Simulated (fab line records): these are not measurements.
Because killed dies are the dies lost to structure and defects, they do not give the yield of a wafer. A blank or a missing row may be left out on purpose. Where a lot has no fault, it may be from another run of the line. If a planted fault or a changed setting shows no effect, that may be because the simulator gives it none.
Which tool did it? ; flow gf180mcu ; Sampling: 24 lots, 72 wafers, 6 of 602 route steps

## WHAT THE GAUGES SHOWED, per wafer
The record holds no reading of a measuring or inspecting step that can be judged against a usual standard deviation.

## TOOL THAT RAN EACH LOT (tool first, then ch and the chambers of the sampled wafers, then the start)
lot;GF_MIM_METAL_ETCH_19;GF_MIM_STRIP_20;GF_TOP_METAL_SPUTTER_00;GF_PASSIVATION_CVD_00;GF_PASSIVATION_ETCH_11;GF_PASSIVATION_STRIP_12
L074;rie_metal-03 ch 0, day 25 05:08;plasma_asher-02 ch 0,1, day 25 05:17;pvd_sputter-04, day 27 02:22;pecvd-01 ch 1,2, day 27 23:16;rie_diel-01 ch 1,3, day 28 18:53;plasma_asher-03 ch 0,1, day 28 19:09
L075;rie_metal-01 ch 0,1, day 25 18:11;plasma_asher-02 ch 0,1, day 25 18:16;pvd_sputter-02, day 27 14:22;pecvd-04 ch 0,1,2, day 28 11:12;rie_diel-01 ch 0,2,3, day 29 06:41;plasma_asher-01 ch 0,1, day 29 06:57
L076;rie_metal-01 ch 0,1, day 26 03:29;plasma_asher-03 ch 1, day 26 03:33;pvd_sputter-01, day 27 23:32;pecvd-01 ch 0,1, day 28 19:43;rie_diel-04 ch 1,2,3, day 29 14:44;plasma_asher-01 ch 0,1, day 29 15:00
L077;rie_metal-04 ch 0,1, day 26 10:38;plasma_asher-03 ch 0, day 26 10:43;pvd_sputter-01, day 28 05:34;pecvd-03 ch 0,1, day 29 01:15;rie_diel-04 ch 1,2,3, day 29 20:29;plasma_asher-01 ch 0, day 29 20:46
L078;rie_metal-04 ch 0,1, day 26 14:41;plasma_asher-01 ch 0,1, day 26 14:46;pvd_sputter-01, day 28 10:16;pecvd-01 ch 1,2, day 29 06:19;rie_diel-04 ch 1,2,3, day 30 01:11;plasma_asher-02 ch 0,1, day 30 01:27
L079;rie_metal-04 ch 0,1, day 27 02:40;plasma_asher-03 ch 0,1, day 27 02:44;pvd_sputter-02, day 28 21:16;pecvd-01 ch 0,1,2, day 29 16:42;rie_diel-01 ch 0,1,3, day 30 10:56;plasma_asher-03 ch 0,1, day 30 11:14
L080;rie_metal-03 ch 0,1, day 27 09:59;plasma_asher-03 ch 0,1, day 27 10:04;pvd_sputter-01, day 29 04:44;pecvd-03 ch 0,1,2, day 29 23:55;rie_diel-01 ch 1,3, day 30 18:26;plasma_asher-02 ch 0,1, day 30 18:42
L081;rie_metal-03 ch 0,1, day 27 21:27;plasma_asher-03 ch 0,1, day 27 21:32;pvd_sputter-01, day 29 15:15;pecvd-03 ch 0,1, day 30 10:53;rie_diel-04 ch 0,1,2, day 31 04:26;plasma_asher-01 ch 0,1, day 31 04:44
L082;rie_metal-01 ch 0, day 28 02:02;plasma_asher-03 ch 0,1, day 28 02:10;pvd_sputter-04, day 29 19:09;pecvd-04 ch 0,2, day 30 16:38;rie_diel-01 ch 0,1, day 31 10:32;plasma_asher-03 ch 1, day 31 10:49
L083;rie_metal-03 ch 0,1, day 28 13:02;plasma_asher-03 ch 1, day 28 13:07;pvd_sputter-04, day 30 06:13;pecvd-03 ch 1,2, day 31 01:17;rie_diel-04 ch 1,2, day 31 18:53;plasma_asher-01 ch 0, day 31 19:10
L084;rie_metal-04 ch 0,1, day 28 18:16;plasma_asher-02 ch 0,1, day 28 18:21;pvd_sputter-01, day 30 11:55;pecvd-04 ch 0,2, day 31 07:35;rie_diel-03 ch 1,2,3, day 32 00:17;plasma_asher-03 ch 0,1, day 32 00:35
L085;rie_metal-01 ch 0,1, day 28 22:29;plasma_asher-02 ch 0,1, day 28 22:34;pvd_sputter-04, day 30 14:25;pecvd-04 ch 0,2, day 31 09:10;rie_diel-01 ch 0,1,2, day 32 03:11;plasma_asher-02 ch 0,1, day 32 03:28
L086;rie_metal-04 ch 0,1, day 29 07:11;plasma_asher-01 ch 0,1, day 29 07:16;pvd_sputter-01, day 30 22:37;pecvd-01 ch 0,1,2, day 31 16:48;rie_diel-04 ch 1,2,3, day 32 10:02;plasma_asher-02 ch 0,1, day 32 10:19
L087;rie_metal-03 ch 0,1, day 29 12:33;plasma_asher-01 ch 0,1, day 29 12:38;pvd_sputter-01, day 31 05:08;pecvd-04 ch 0,1,2, day 31 23:40;rie_diel-03 ch 0,1, day 32 16:26;plasma_asher-03 ch 0,1, day 32 16:44
L088;rie_metal-04 ch 0,1, day 29 17:14;plasma_asher-01 ch 0,1, day 29 17:18;pvd_sputter-04, day 31 08:43;pecvd-03 ch 0,1, day 32 03:04;rie_diel-01 ch 0,2,3, day 32 19:56;plasma_asher-02 ch 0,1, day 32 20:13
L089;rie_metal-01 ch 0,1, day 30 00:17;plasma_asher-02 ch 0,1, day 30 00:21;pvd_sputter-01, day 31 15:07;pecvd-01 ch 0,2, day 32 09:21;rie_diel-01 ch 0,2,3, day 33 01:47;plasma_asher-02 ch 0,1, day 33 02:03
L090;rie_metal-01 ch 0,1, day 30 07:38;plasma_asher-03 ch 0,1, day 30 07:43;pvd_sputter-01, day 31 23:11;pecvd-04 ch 0,2, day 32 16:40;rie_diel-04 ch 0,3, day 33 08:41;plasma_asher-03 ch 0,1, day 33 08:58
L091;rie_metal-03 ch 0,1, day 30 15:26;plasma_asher-01 ch 0,1, day 30 15:30;pvd_sputter-02, day 32 05:56;pecvd-01 ch 0,2, day 32 23:27;rie_diel-04 ch 0,3, day 33 15:38;plasma_asher-02 ch 0,1, day 33 15:55
L092;rie_metal-04 ch 0, day 30 19:38;plasma_asher-03 ch 0,1, day 30 19:42;pvd_sputter-04, day 32 09:40;pecvd-01 ch 0,1,2, day 33 02:37;rie_diel-04 ch 0,3, day 33 18:26;plasma_asher-02 ch 0,1, day 33 18:42
L093;rie_metal-04 ch 0,1, day 31 05:39;plasma_asher-02 ch 0,1, day 31 05:44;pvd_sputter-01, day 32 19:05;pecvd-04 ch 0,1,2, day 33 11:59;rie_diel-04 ch 0,2,3, day 34 03:40;plasma_asher-03 ch 0,1, day 34 03:50
L094;rie_metal-04 ch 0,1, day 31 12:53;plasma_asher-01 ch 0,1, day 31 12:57;pvd_sputter-02, day 33 01:31;pecvd-03 ch 1,2, day 33 18:35;rie_diel-03 ch 0,2,3, day 34 10:02;plasma_asher-02 ch 0,1, day 34 10:18
L095;rie_metal-03 ch 0,1, day 31 17:59;plasma_asher-01 ch 0,1, day 31 18:03;pvd_sputter-02, day 33 06:43;pecvd-04 ch 0,2, day 33 22:43;rie_diel-04 ch 0,1,2, day 34 13:38;plasma_asher-03 ch 1, day 34 13:54
L097;rie_metal-03 ch 0, day 32 00:35;plasma_asher-03 ch 0,1, day 32 00:43;pvd_sputter-02, day 33 12:25;pecvd-04 ch 0,1, day 34 04:47;rie_diel-01 ch 0,2, day 34 19:50;plasma_asher-02 ch 0,1, day 34 20:07
L096;rie_metal-01 ch 1, day 32 00:54;plasma_asher-01 ch 0,1, day 32 01:01;pvd_sputter-02, day 33 13:01;pecvd-03 ch 0,1,2, day 34 05:07;rie_diel-03 ch 0,1, day 34 20:11;plasma_asher-01 ch 0,1, day 34 20:27
- GF_MIM_METAL_ETCH_19: etches the open film in Cl2/BCl3, stops on Si3N4, target depth 324.5 nm, time 54.1 s.
- GF_MIM_STRIP_20: strips in O2/N2.
- GF_TOP_METAL_SPUTTER_00: material Ti, target thk 37.5 nm, time 150 s.
- GF_PASSIVATION_CVD_00: deposits SiO2 from TEOS, target thk 1000 nm, time 111.95 s.
- GF_PASSIVATION_ETCH_11: etches the open film in CF4/O2, stops on TiN, target depth 2040 nm, time 453.3 s.
- GF_PASSIVATION_STRIP_12: strips in O2/N2.

## WHAT THE TOOLS THEMSELVES READ (means of the sampled wafers that have a number; where no wafer has one, the mark that the record gives instead)
GF_MIM_METAL_ETCH_19.
lot;tool;drypump_motor_current_A (A);oes_product_au (a.u.);throttle_valve_pct (%)
L074;rie_metal-03;5.8;0.946;28.273
L075;rie_metal-01;6.4;0.940;28.271
L076;rie_metal-01;6.4;0.945;28.295
L077;rie_metal-04;5.9;0.943;28.285
L078;rie_metal-04;5.9;0.941;28.280
L079;rie_metal-04;5.9;0.945;28.283
L080;rie_metal-03;5.5;0.951;28.269
L081;rie_metal-03;5.4;0.945;28.284
L082;rie_metal-01;5.9;0.959;28.268
L083;rie_metal-03;5.5;0.943;28.276
L084;rie_metal-04;5.9;0.953;28.277
L085;rie_metal-01;6.4;0.940;28.288
L086;rie_metal-04;5.8;0.936;28.291
L087;rie_metal-03;5.3;0.948;28.286
L088;rie_metal-04;5.9;0.945;28.270
L089;rie_metal-01;6.1;0.936;28.279
L090;rie_metal-01;6.1;0.947;28.273
L091;rie_metal-03;5.5;0.947;28.279
L092;rie_metal-04;6.1;0.949;28.282
L093;rie_metal-04;5.8;0.947;28.285
L094;rie_metal-04;5.8;0.948;28.267
L095;rie_metal-03;5.6;0.942;28.281
L097;rie_metal-03;5.8;0.941;28.287
L096;rie_metal-01;6.6;0.940;28.290

GF_MIM_STRIP_20.
lot;tool;drypump_motor_current_A (A);heater_power_w (W);oes_product_au (a.u.);strip_time_to_endpoint_s (s)
L074;plasma_asher-02;6.2;311;0.697;11.30
L075;plasma_asher-02;6.2;314;0.688;11.21
L076;plasma_asher-03;5.0;301;0.691;11.20
L077;plasma_asher-03;5.5;330;0.692;11.24
L078;plasma_asher-01;6.3;318;0.691;11.20
L079;plasma_asher-03;5.2;317;0.692;11.23
L080;plasma_asher-03;5.3;322;0.693;11.17
L081;plasma_asher-03;5.2;313;0.687;11.12
L082;plasma_asher-03;5.3;322;0.688;11.18
L083;plasma_asher-03;5.0;306;0.685;11.15
L084;plasma_asher-02;6.0;312;0.690;11.19
L085;plasma_asher-02;6.0;313;0.689;11.16
L086;plasma_asher-01;5.8;318;0.694;11.24
L087;plasma_asher-01;6.3;325;0.691;11.23
L088;plasma_asher-01;5.8;317;0.686;11.18
L089;plasma_asher-02;6.0;308;0.688;11.19
L090;plasma_asher-03;5.3;326;0.695;11.24
L091;plasma_asher-01;5.8;323;0.689;11.23
L092;plasma_asher-03;5.2;312;0.686;11.21
L093;plasma_asher-02;6.0;311;0.691;11.24
L094;plasma_asher-01;6.2;320;0.693;11.17
L095;plasma_asher-01;6.3;326;0.687;11.19
L097;plasma_asher-03;5.3;343;0.695;11.24
L096;plasma_asher-01;5.7;325;0.687;11.21

GF_TOP_METAL_SPUTTER_00.
lot;tool;substrate_temp_c (C);throttle_valve_pct (%)
L074;pvd_sputter-04;200.06;30.1
L075;pvd_sputter-02;199.97;30.2
L076;pvd_sputter-01;199.92;31.0
L077;pvd_sputter-01;200.02;29.5
L078;pvd_sputter-01;199.88;30.5
L079;pvd_sputter-02;199.95;30.3
L080;pvd_sputter-01;200.07;31.0
L081;pvd_sputter-01;199.97;30.3
L082;pvd_sputter-04;200.05;29.5
L083;pvd_sputter-04;200.03;28.6
L084;pvd_sputter-01;200.19;31.0
L085;pvd_sputter-04;199.86;29.4
L086;pvd_sputter-01;200.04;30.3
L087;pvd_sputter-01;199.93;30.3
L088;pvd_sputter-04;199.98;28.5
L089;pvd_sputter-01;200.05;30.7
L090;pvd_sputter-01;200.01;29.7
L091;pvd_sputter-02;200.13;30.0
L092;pvd_sputter-04;200.14;30.0
L093;pvd_sputter-01;200.13;29.5
L094;pvd_sputter-02;200.00;30.0
L095;pvd_sputter-02;199.97;30.4
L097;pvd_sputter-02;199.95;30.0
L096;pvd_sputter-02;200.02;29.7

GF_PASSIVATION_CVD_00.
lot;tool;heater_power_w (W)
L074;pecvd-01;753
L075;pecvd-04;527
L076;pecvd-01;613
L077;pecvd-03;710
L078;pecvd-01;688
L079;pecvd-01;648
L080;pecvd-03;684
L081;pecvd-03;662
L082;pecvd-04;576
L083;pecvd-03;690
L084;pecvd-04;509
L085;pecvd-04;531
L086;pecvd-01;673
L087;pecvd-04;521
L088;pecvd-03;687
L089;pecvd-01;530
L090;pecvd-04;554
L091;pecvd-01;625
L092;pecvd-01;597
L093;pecvd-04;542
L094;pecvd-03;694
L095;pecvd-04;513
L097;pecvd-04;575
L096;pecvd-03;650

GF_PASSIVATION_ETCH_11.
lot;tool;cf4_flow_sccm (sccm);drypump_motor_current_A (A);oes_product_au (a.u.);throttle_valve_pct (%)
L074;rie_diel-01;79.89;4.7;0.991;5.966
L075;rie_diel-01;79.90;5.4;0.991;5.959
L076;rie_diel-04;80.03;6.0;0.992;5.971
L077;rie_diel-04;79.96;6.0;0.996;5.959
L078;rie_diel-04;80.01;6.0;0.987;5.974
L079;rie_diel-01;79.91;5.2;0.991;5.975
L080;rie_diel-01;80.08;4.7;0.992;5.971
L081;rie_diel-04;80.21;5.7;0.990;5.976
L082;rie_diel-01;80.03;5.0;0.983;5.969
L083;rie_diel-04;80.00;6.2;0.993;5.968
L084;rie_diel-03;80.10;5.8;0.992;5.963
L085;rie_diel-01;80.12;5.3;0.991;5.965
L086;rie_diel-04;80.08;6.0;0.986;5.967
L087;rie_diel-03;79.82;5.5;0.986;5.968
L088;rie_diel-01;80.20;5.4;0.989;5.968
L089;rie_diel-01;79.85;5.4;0.984;5.978
L090;rie_diel-04;79.76;5.5;0.983;5.966
L091;rie_diel-04;80.08;5.8;0.989;5.972
L092;rie_diel-04;80.04;5.8;0.991;5.966
L093;rie_diel-04;79.96;5.9;0.995;5.985
L094;rie_diel-03;79.91;6.1;0.989;5.959
L095;rie_diel-04;79.95;5.7;0.987;5.974
L097;rie_diel-01;80.22;5.6;0.981;5.963
L096;rie_diel-03;80.11;5.5;0.997;5.963

GF_PASSIVATION_STRIP_12.
lot;tool;drypump_motor_current_A (A);heater_power_w (W);oes_product_au (a.u.);strip_time_to_endpoint_s (s)
L074;plasma_asher-03;5.2;313;0.721;33.16
L075;plasma_asher-01;5.7;327;0.726;32.78
L076;plasma_asher-01;6.3;326;0.720;33.03
L077;plasma_asher-01;6.8;319;0.717;32.90
L078;plasma_asher-02;6.0;307;0.716;33.06
L079;plasma_asher-03;5.3;330;0.720;33.16
L080;plasma_asher-02;6.2;305;0.716;32.78
L081;plasma_asher-01;5.8;322;0.723;33.05
L082;plasma_asher-03;5.0;304;0.716;33.04
L083;plasma_asher-01;6.7;321;0.716;32.76
L084;plasma_asher-03;5.3;341;0.721;33.07
L085;plasma_asher-02;6.0;310;0.721;32.79
L086;plasma_asher-02;6.0;316;0.720;32.98
L087;plasma_asher-03;5.2;325;0.719;33.04
L088;plasma_asher-02;6.0;310;0.718;33.08
L089;plasma_asher-02;6.0;311;0.721;33.05
L090;plasma_asher-03;5.2;334;0.718;33.16
L091;plasma_asher-02;6.0;312;0.722;33.01
L092;plasma_asher-02;5.9;315;0.716;32.97
L093;plasma_asher-03;5.2;330;0.716;32.97
L094;plasma_asher-02;6.0;312;0.718;32.97
L095;plasma_asher-03;5.0;324;0.719;32.91
L097;plasma_asher-02;6.2;316;0.719;33.16
L096;plasma_asher-01;5.7;321;0.719;32.93

## THE ANSWER, worked out from the rows above alone
Rule: what is usual is taken from the lots themselves. Put in order of their means at a reading, lots are off if they are a third of the lots or fewer, leave a main group of 4 or more, and stand apart from it by a gap of 3 or more times the standard deviation of the main group's means; of several such gaps the widest counts. A main group is skipped when, at the precision printed for the reading in the tables above, its means are all equal. Also off: a lot with no number at a reading for which 4 or more lots have one. Any other lot the step has rows for is counted as sound. After the gauges, taken in route order, come the tools' own readings; for these a lot's mean is taken, as printed above. The first step at which some lot is off is used, and at that step the reading that is off furthest; a lot without a number counts as furthest.
None of the lots is off at any reading shown; this tells nothing.

## WHAT THE SIMULATOR HAD PUT IN
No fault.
